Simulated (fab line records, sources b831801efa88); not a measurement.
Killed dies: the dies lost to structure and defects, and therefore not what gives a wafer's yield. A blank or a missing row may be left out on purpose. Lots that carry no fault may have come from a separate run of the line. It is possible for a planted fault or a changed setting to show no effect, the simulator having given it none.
Struck lot and sound lot, side by side | flow sfq-line | 42 out of 325 route steps
Sound: wafers L317.1, L317.3, L317.5. Struck: wafer L309.1 (L309.2, L309.5, from the same lot, were not struck and are left out); the cause is given at the end.
Order at every step that has rows: each side's tool, ch and its chambers, its first start. Under that, the readings that differ: sound wafers | struck wafers | difference of the means | sigmas: that difference in standard deviations of wafers without a fault.
alike: words and numbers the same on both sides, and readings whose means are apart by under 2 such deviations; not compared: readings that were withheld, readings missing a value for some wafer, numbers with overlapping values and no deviation given by the record, and bounds like >300 which may hide the same value.
The two part at a step that has a row with sigmas, a row that says differs or no value, or rows on one side only. When numbers do not overlap yet have no deviation, they are printed without sigmas and do not part them. A reading missing from all wafers of one side parts the sides only when that side holds two or more wafers.

first, 6 steps without rows for these wafers: SFQ_TRILAYER_M0_LITHO_COAT_026 (resist thk 62 nm); SFQ_TRILAYER_M0_LITHO_COAT_021 (resist thk 600 nm); SFQ_TRILAYER_M0_LITHO_SOFTBAKE_025; SFQ_TRILAYER_M0_LITHO_EXPOSE_022 (exposes mask M0, target cd 500 nm); SFQ_TRILAYER_M0_LITHO_PEB_024 (peb time 60 s); SFQ_TRILAYER_M0_LITHO_DEVELOP_023 (time 60 s).
SFQ_M0_OVL_MEAS_906:
  sound: overlay-02 at day 21 03:49; struck: overlay-01 at day 17 07:00
  alike: M0_OVL
SFQ_TRILAYER_M0_BARC_OPEN_METAL_ETCH_031: etches BARC in O2, target depth 125 nm, time 41.7 s.
  sound on rie-metal-02 ch 0,1, day 21 03:52; struck on rie-metal-04 ch 0, day 17 07:02
  alike: drypump-motor-current-A, oes-product-au, rf-fwd-power-W
  not compared: rf-hours-counter-h
SFQ_TRILAYER_M0_ETCH_METAL_ETCH_024: etches Nb in Cl2/Ar, stops on SiO2, target depth 240 nm, time 120 s.
  sound on rie-metal-02 ch 0,1, day 21 03:55; struck on rie-metal-04 ch 0, day 17 07:05
  alike: drypump-motor-current-A, oes-product-au, rf-fwd-power-W
  not compared: rf-hours-counter-h
SFQ_TRILAYER_M0_STRIP_STRIP_025: strips in O2.
  sound on rie-metal-02 ch 0,1, day 21 04:03; struck on rie-metal-04 ch 0, day 17 07:13
  alike: drypump-motor-current-A, oes-product-au
  not compared: rf-hours-counter-h
then, 2 steps without rows for these wafers: SFQ_TRILAYER_M0_STRIP_SOLV_CLEAN_026 (cleans in NMP, time 600 s); SFQ_TRILAYER_I0_DEP_PECVD_027 (deposits SiO2 from SiH4/N2O, time 111.11 s, target thk 500 nm).
SFQ_TRILAYER_I0_CMP_CMP_028: polishes SiO2.
  sound on cmp-01 ch 1,2, day 21 04:54; struck on cmp-01 ch 0, day 17 09:52
  reading                                             | sound             | struck | difference | sigmas
  time-to-endpoint-s (s)                              | 213 202 210       | 236    | +28        | +3
  model.SiO2_of_TRILAYER_I0_DEP_PECVD_027.thk-nm (nm) | 201.5 200.7 200.3 | 148.5  | -52.3      |
  alike: motor-current-A
SFQ_I0_BOW_MEAS_907:
  sound: film-metro-04 at day 21 07:54; struck: film-metro-03 at day 17 12:52
  alike: I0_BOW
SFQ_TRILAYER_I0_METRO_MEASURE_029:
  sound: film-metro-04 at day 21 08:01; struck: film-metro-03 at day 17 12:59
  reading     | sound             | struck | difference | sigmas
  thk-nm (nm) | 201.4 200.7 200.3 | 148.4  | -52.4      | -48
then, 6 steps without rows for these wafers: SFQ_TRILAYER_I0_VIA_LITHO_COAT_036 (resist thk 62 nm); SFQ_TRILAYER_I0_VIA_LITHO_COAT_031 (resist thk 650 nm); SFQ_TRILAYER_I0_VIA_LITHO_SOFTBAKE_035; SFQ_TRILAYER_I0_VIA_LITHO_EXPOSE_032 (exposes mask I0, target cd 500 nm); SFQ_TRILAYER_I0_VIA_LITHO_PEB_034 (peb time 60 s); SFQ_TRILAYER_I0_VIA_LITHO_DEVELOP_033 (time 60 s).
-- the record jumps here: 7 days lie between the struck wafers' starts before and after --
SFQ_I0_OVL_MEAS_908:
  sound: overlay-02 at day 28 00:31; struck: overlay-02 at day 24 08:45
  alike: I0_OVL
SFQ_TRILAYER_I0_VIA_BARC_OPEN_VIA_ETCH_046: etches BARC in O2, target depth 125 nm, time 41.7 s.
  sound on rie-diel-01 ch 0,2, day 28 00:34; struck on rie-diel-01 ch 1, day 24 08:47
  alike: drypump-motor-current-A, oes-product-au, rf-fwd-power-W
  not compared: rf-hours-counter-h
SFQ_TRILAYER_I0_VIA_ETCH_VIA_ETCH_034: etches SiO2 in CHF3, stops on Nb, target depth 260 nm.
  sound on rie-diel-01 ch 0,2, day 28 00:36; struck on rie-diel-01 ch 1, day 24 08:50
  reading                        | sound             | struck | difference | sigmas
  oes-product-au (a.u.)          | 0.856 0.850 0.852 | 0.727  | -0.126     | -24
  model.etch.depth-nm (nm)       | 201.5 200.7 200.3 | 148.5  | -52.3      |
  model.I0.feature-depth-nm (nm) | 201.5 200.7 200.3 | 148.5  | -52.3      |
  alike: drypump-motor-current-A, rf-fwd-power-W
SFQ_TRILAYER_I0_VIA_STRIP_STRIP_035: strips in O2.
  sound on rie-metal-01 ch 0,1, day 28 00:43; struck on rie-metal-01 ch 1, day 24 08:56
  alike: drypump-motor-current-A, oes-product-au
  not compared: rf-hours-counter-h
then, 1 step without rows for these wafers: SFQ_TRILAYER_I0_VIA_STRIP_SOLV_CLEAN_036 (cleans in NMP, time 600 s).
SFQ_TRILAYER_M1_DEP_PRE_CLEAN_038: time 22.5 s.
  sound: pvd-sputter-03 at day 28 01:29; struck: pvd-sputter-06 at day 24 09:43
  reading                                             | sound           | struck | difference | sigmas
  model.SiO2_of_TRILAYER_I0_DEP_PECVD_027.thk-nm (nm) | 194 193.2 192.8 | 141    | -52        |
then, 1 step without rows for these wafers: SFQ_TRILAYER_M1_DEP_SPUTTER_037 (material Nb, target thk 200 nm, time 133.3 s).
SFQ_M1_RS_MEAS_909: uses a four-point probe to measure.
  sound: film-metro-01 at day 28 01:36; struck: film-metro-02 at day 24 09:50
  alike: M1_NB_RS
then, 6 steps without rows for these wafers: SFQ_TRILAYER_M1_LITHO_COAT_044 (resist thk 62 nm); SFQ_TRILAYER_M1_LITHO_COAT_039 (resist thk 600 nm); SFQ_TRILAYER_M1_LITHO_SOFTBAKE_043; SFQ_TRILAYER_M1_LITHO_EXPOSE_040 (exposes mask M1, target cd 500 nm); SFQ_TRILAYER_M1_LITHO_PEB_042 (peb time 60 s); SFQ_TRILAYER_M1_LITHO_DEVELOP_041 (time 60 s).
SFQ_M1_OVL_MEAS_911:
  sound: overlay-02 at day 34 11:31; struck: overlay-02 at day 24 12:16
  alike: M1_OVL
then, 5 steps without rows for these wafers: SFQ_TRILAYER_M1_BARC_OPEN_METAL_ETCH_054 (etches BARC in O2, target depth 125 nm, time 41.7 s); SFQ_TRILAYER_M1_ETCH_METAL_ETCH_042 (etches Nb in Cl2/Ar, stops on SiO2, target depth 240 nm, time 120 s); SFQ_TRILAYER_M1_STRIP_STRIP_043 (strips in O2); SFQ_TRILAYER_M1_STRIP_SOLV_CLEAN_044 (cleans in NMP, time 600 s); SFQ_TRILAYER_I1_DEP_PECVD_045 (deposits SiO2 from SiH4/N2O, time 111.11 s, target thk 500 nm).
-- the record jumps here: 54 days lie between the struck wafers' starts before and after --
SFQ_M8_BOW_MEAS_951:
  sound: film-metro-04 at day 80 18:39; struck: film-metro-02 at day 78 16:24
  reading                 | sound            | struck | difference | sigmas
  model.etest.i0.link-ohm | 1.979 2.002 1.99 | 1.956  | -0.034     |
  alike: M8_BOW

WHERE THEY PART
Last at SFQ_TRILAYER_I0_VIA_ETCH_VIA_ETCH_034 as far as this record goes, first at SFQ_TRILAYER_I0_CMP_CMP_028. Later steps at which nothing parts them and some readings are alike: SFQ_TRILAYER_I0_VIA_STRIP_STRIP_035, SFQ_M1_RS_MEAS_909, SFQ_M1_OVL_MEAS_911, SFQ_M8_BOW_MEAS_951.

WHY: the cause the simulator had injected
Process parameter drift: cmp-01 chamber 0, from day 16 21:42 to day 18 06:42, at SFQ_TRILAYER_I0_CMP_CMP_028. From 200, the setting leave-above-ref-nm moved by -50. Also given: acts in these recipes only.
